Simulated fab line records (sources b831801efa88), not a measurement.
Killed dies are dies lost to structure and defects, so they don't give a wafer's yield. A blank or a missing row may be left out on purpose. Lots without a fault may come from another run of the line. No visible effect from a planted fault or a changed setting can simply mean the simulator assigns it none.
Which tool is to blame? || flow gf180mcu || 6 lots with 18 wafers sampled at 2 steps, on a route of 602 steps

## WHAT THE GAUGES READ, wafer by wafer
GF_POLY_GATE_CD_MEAS_10 targets a cd of 280 nm.
{"lot": "L431", "measured": "day 9 17:13", "on": "cd-sem-02", "cd-nm (nm)": "281.5 282.0 281.3"}
{"lot": "L433", "measured": "day 10 07:35", "on": "cd-sem-02", "cd-nm (nm)": "276.8 278.0 278.7"}
{"lot": "L441", "measured": "day 12 13:32", "on": "cd-sem-02", "cd-nm (nm)": "265.2 266.1 264.5"}
{"lot": "L446", "measured": "day 13 18:53", "on": "cd-sem-02", "cd-nm (nm)": "279.1 277.4 278.0"}
{"lot": "L449", "measured": "day 15 00:00", "on": "cd-sem-02", "cd-nm (nm)": "279.3 278.4 278.7"}
{"lot": "L452", "measured": "day 15 20:26", "on": "cd-sem-02", "cd-nm (nm)": "279.8 279.7 281.1"}

## TOOL THAT RAN EACH LOT (tool first, then ch and the chambers of the sampled wafers, then the start)
{"lot": "L431", "GF_POLY_GATE_EXPOSE_07": "krf-scanner-01 ch 0, day 9 08:51"}
{"lot": "L433", "GF_POLY_GATE_EXPOSE_07": "krf-scanner-01 ch 0, day 9 22:49"}
{"lot": "L441", "GF_POLY_GATE_EXPOSE_07": "krf-scanner-02 ch 0, day 12 03:23"}
{"lot": "L446", "GF_POLY_GATE_EXPOSE_07": "krf-scanner-02 ch 0, day 13 09:02"}
{"lot": "L449", "GF_POLY_GATE_EXPOSE_07": "krf-scanner-02 ch 0, day 14 13:44"}
{"lot": "L452", "GF_POLY_GATE_EXPOSE_07": "krf-scanner-02 ch 0, day 15 09:37"}
- GF_POLY_GATE_EXPOSE_07: exposes mask Poly2, target cd 280 nm.

## THE ANSWER, worked out from the rows above alone
Rule: the lots themselves supply what counts as usual. The widest of any qualifying gaps counts: lots, ordered by their means at a reading, are off when they make up no more than a third of the lots, leave a main group of 4 or more, and stand apart from it by 3 or more times the standard deviation of that group's means. A main group whose means are all the same, to the digits that the tables above print for the reading, isn't used. A lot without any number at a reading at which 4 lots or more have one is off too. Any other lot the step has rows for is counted as sound.
Off at GF_POLY_GATE_CD_MEAS_10 (cd-nm): L441. Main group: mean 279.3 nm, sd 1.4.
A tool fits if, at a process step before that reading, it ran every lot that is off, and no sound lot after the first of them. Those tools and the gauges at GF_POLY_GATE_CD_MEAS_10 are tried in the same way. None of those tried fits.

## WHAT THE SIMULATOR PUT IN
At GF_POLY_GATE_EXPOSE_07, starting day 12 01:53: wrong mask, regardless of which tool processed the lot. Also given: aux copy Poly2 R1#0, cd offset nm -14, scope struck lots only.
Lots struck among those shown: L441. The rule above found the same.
